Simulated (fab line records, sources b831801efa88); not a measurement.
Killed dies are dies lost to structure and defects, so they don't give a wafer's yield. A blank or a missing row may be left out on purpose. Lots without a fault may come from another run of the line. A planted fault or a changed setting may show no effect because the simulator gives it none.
A struck lot beside a sound one | flow sky130 | 44 steps out of a route of 708
Sound: wafers L382.4, L382.5, L382.6. Struck: wafers L393.3, L393.4, L393.6. The cause comes at the end.
At each step with rows: each side's tool, then ch and its chambers, then its first start. Under that, the readings that differ: sound wafers | struck wafers | difference of the means | sigmas: that difference in standard deviations of wafers without a fault.
alike: readings whose means differ by less than 2 such deviations, and words and numbers that are the same on both sides. not compared: withheld readings, readings that some wafer has no value for, bounds like >300 that may hide the same value, and numbers for which the record gives no deviation and whose values overlap.
The two part at a step that has a row with sigmas, a row that says differs or no value, or rows on one side only. Numbers that don't overlap but have no deviation are shown without sigmas and don't part them. A reading that every wafer of one side lacks parts them only if that side has two wafers or more.

first, 1 step without rows for these wafers: SKY_SONOS_ONO_CVD_04 (deposits SiO2 from SiH4/N2O, target thk 5.7199 nm).
SKY_SONOS_ONO_THK_MEAS_05:
  sound on film_metro-01, day 11 19:46; struck on film_metro-01, day 16 07:00
  alike: SONOS_ONO_CVD_04_THK
then, 7 steps without rows for these wafers: SKY_SONOS_ONO_DEHYDRATE_06 (time 60 s); SKY_SONOS_ONO_HMDS_07 (prime time 60 s); SKY_SONOS_ONO_COAT_08 (resist thk 1140 nm); SKY_SONOS_ONO_SOFTBAKE_09 (time 60 s); SKY_SONOS_ONO_EXPOSE_10 (exposes mask ONOM, target cd 410 nm); SKY_SONOS_ONO_PEB_11; SKY_SONOS_ONO_DEVELOP_12 (develop time 60 s).
SKY_SONOS_ONO_CD_MEAS_13: target cd 410 nm.
  sound on cd_sem-02, day 12 21:05; struck on cd_sem-01, day 17 10:18
  alike: cd_nm
SKY_SONOS_ONO_OVL_MEAS_14:
  sound on overlay-01, day 12 21:10; struck on overlay-01, day 17 10:23
  reading            | sound       | struck        | difference | sigmas
  SONOS_ONO_OVL (nm) | 1.8 3.2 3.1 | 1.4 -1.8 -1.3 | -3.3       | -2
SKY_SONOS_ONO_ETCH_15: etches the open film in CHF3/O2, target depth 19.52 nm, time 7.8 s.
  sound on rie_diel-04 ch 0,3, day 12 21:11; struck on rie_diel-02 ch 1,2, day 17 10:25
  reading                     | sound       | struck      | difference | sigmas
  drypump_motor_current_A (A) | 5.0 5.0 5.0 | 6.3 5.4 6.3 | +1.0       | +2
  alike: bias_w, chf3_flow_sccm, oes_product_au, throttle_valve_pct
  not compared: rf_hours_counter_h
SKY_SONOS_ONO_WET_ETCH_16: etches SiO2 in dHF, target depth 14 nm, time 280 s.
  sound on wet_bench-01 ch 3, day 12 21:12; struck on wet_bench-01 ch 2, day 17 10:26
  reading                                    | sound           | struck            | difference | sigmas
  run_length_s (s)                           | 313 313 313     | 150 150 150       | -163       | -43
  model.SiO2_of_FIELD_ISO_CVD_24.thk_nm (nm) | 382 384.1 383.3 | 393.3 392.7 393.9 | +10.2      |
  alike: temp_c
SKY_SONOS_ONO_STRIP_17: strips in O2/N2.
  sound on plasma_asher-01 ch 0,1, day 12 21:20; struck on plasma_asher-01 ch 0,1, day 17 10:34
  alike: drypump_motor_current_A, oes_product_au, strip_time_to_endpoint_s
  not compared: rf_hours_counter_h
then, 3 steps without rows for these wafers: SKY_SONOS_ONO_WET_ETCH_18 (etches Si3N4 in H3PO4, target depth 15 nm, time 172 s); SKY_GATE_OXIDE_CLEAN_00 (cleans in SC1/SC2, time 150 s); SKY_GATE_OXIDE_OXIDATION_01 (stabilise 600 s, purge 300 s, target thk 10.268 nm).
SKY_GATE_OXIDE_THK_MEAS_02:
  sound on film_metro-03, day 12 23:43; struck on film_metro-03, day 17 12:10
  alike: GATE_OXIDE_OXIDATION_00_THK
then, 7 steps without rows for these wafers: SKY_GATE_OXIDE_DEHYDRATE_03 (time 60 s); SKY_GATE_OXIDE_HMDS_04 (prime time 60 s); SKY_GATE_OXIDE_COAT_05 (resist thk 1140 nm); SKY_GATE_OXIDE_SOFTBAKE_06 (time 60 s); SKY_GATE_OXIDE_EXPOSE_07 (exposes mask LVOM, target cd 600 nm); SKY_GATE_OXIDE_PEB_08; SKY_GATE_OXIDE_DEVELOP_09 (develop time 62.48 s).
SKY_GATE_OXIDE_OVL_MEAS_10:
  sound on overlay-02, day 14 01:50; struck on overlay-01, day 18 18:11
  alike: GATE_OXIDE_OVL
then, 2 steps without rows for these wafers: SKY_GATE_OXIDE_IMPLANT_11; SKY_GATE_OXIDE_WET_ETCH_12 (etches SiO2 in dHF, target depth 16.8 nm, time 336 s).
SKY_GATE_OXIDE_STRIP_13: strips in O2/N2.
  sound on plasma_asher-03 ch 0,1, day 14 02:09; struck on plasma_asher-04 ch 0,1, day 18 18:29
  alike: drypump_motor_current_A, oes_product_au, strip_time_to_endpoint_s
  not compared: rf_hours_counter_h
SKY_GATE_OXIDE_TW_MEAS_14:
  sound on film_metro-02, day 14 02:14; struck on film_metro-02, day 18 18:35
  alike: GATE_OXIDE_TW
then, 3 steps without rows for these wafers: SKY_GATE_OXIDE_CLEAN_15 (cleans in SC1/SC2, time 150 s); SKY_GATE_OXIDE_OXIDATION_16 (stabilise 600 s, purge 300 s, target thk 3.57 nm); SKY_POLY_GATE_CVD_00 (deposits poly-Si, target thk 180 nm, time 720 s).
SKY_POLY_GATE_THK_MEAS_01:
  sound on film_metro-03, day 14 05:17; struck on film_metro-03, day 18 21:40
  alike: POLY_GATE_CVD_00_THK
then, 8 steps without rows for these wafers: SKY_RES_PROTECT_DEHYDRATE_00 (time 60 s); SKY_RES_PROTECT_HMDS_01 (prime time 60 s); SKY_RES_PROTECT_COAT_02 (resist thk 1140 nm); SKY_RES_PROTECT_SOFTBAKE_03 (time 60 s); SKY_RES_PROTECT_EXPOSE_04 (exposes mask RPM, target cd 1270 nm); SKY_RES_PROTECT_PEB_05; SKY_RES_PROTECT_DEVELOP_06 (develop time 60 s); SKY_POLY_GATE_IMPLANT_02.
-- the record jumps here: 14 days lie between the struck wafers' starts before and after (it left off in module POLY_GATE and takes up again in module SALICIDE, whose first step shown is number 361 of the route) --
SKY_SALICIDE_CLEAN_00: cleans in HF-last, time 30 s.
  sound on wet_bench-01 ch 1, day 28 06:52; struck on wet_bench-01 ch 1, day 32 15:27
  reading                                    | sound           | struck            | difference | sigmas
  model.SiO2_of_FIELD_ISO_CVD_24.thk_nm (nm) | 356.6 358.7 358 | 367.9 367.3 368.4 | +10.1      |
-- the record jumps here: 16 days lie between the struck wafers' starts before and after (it left off in module SALICIDE and takes up again in module PAD_OPEN, whose first step shown is number 708 of the route) --
SKY_PAD_OPEN_PROBE_99:
  sound on prober-01, day 45 23:17; struck on prober-02, day 49 02:29
  reading                                   | sound                   | struck                  | difference | sigmas
  model.etest.sram_nfet_pass.off_log10_a_um | -12.55 -12.61 -12.55    | -13.06 -13.06 -13.07    | -0.49      |
  model.etest.pfet_16v.vt_v (V)             | -1.117 -1.115 -1.119    | -1.095 -1.097 -1.092    | +0.022     |
  model.etest.pfet_g5v0d10v5.vt_long_v (V)  | -0.9423 -0.9422 -0.9487 | -0.9247 -0.9308 -0.9242 | +0.0178    |
  model.etest.pfet_01v8_lvt.vt_sat_v (V)    | -0.4568 -0.4571 -0.4546 | -0.4409 -0.4469 -0.4438 | +0.0123    |
  alike: killed_at_M0_to_M3, killed_at_M4_up, killed_at_contacts, killed_at_front_end, killed_at_other, killed_dies, killed_open, killed_short
  not compared: model.etest.field_n.vt_v, model.etest.pfet_01v8_lvt.off_log10_a_um, model.etest.pfet_g5v0d10v5.vt_sat_v, model.etest.pfet_g5v0d10v5.vt_v

WHERE THEY PART
First at SKY_SONOS_ONO_OVL_MEAS_14; last, within this record, at SKY_SONOS_ONO_WET_ETCH_16. Later steps at which nothing parts them and some readings are alike: SKY_SONOS_ONO_STRIP_17, SKY_GATE_OXIDE_THK_MEAS_02, SKY_GATE_OXIDE_OVL_MEAS_10, SKY_GATE_OXIDE_STRIP_13, SKY_GATE_OXIDE_TW_MEAS_14, SKY_POLY_GATE_THK_MEAS_01, SKY_PAD_OPEN_PROBE_99.

WHY: what the simulator had put in
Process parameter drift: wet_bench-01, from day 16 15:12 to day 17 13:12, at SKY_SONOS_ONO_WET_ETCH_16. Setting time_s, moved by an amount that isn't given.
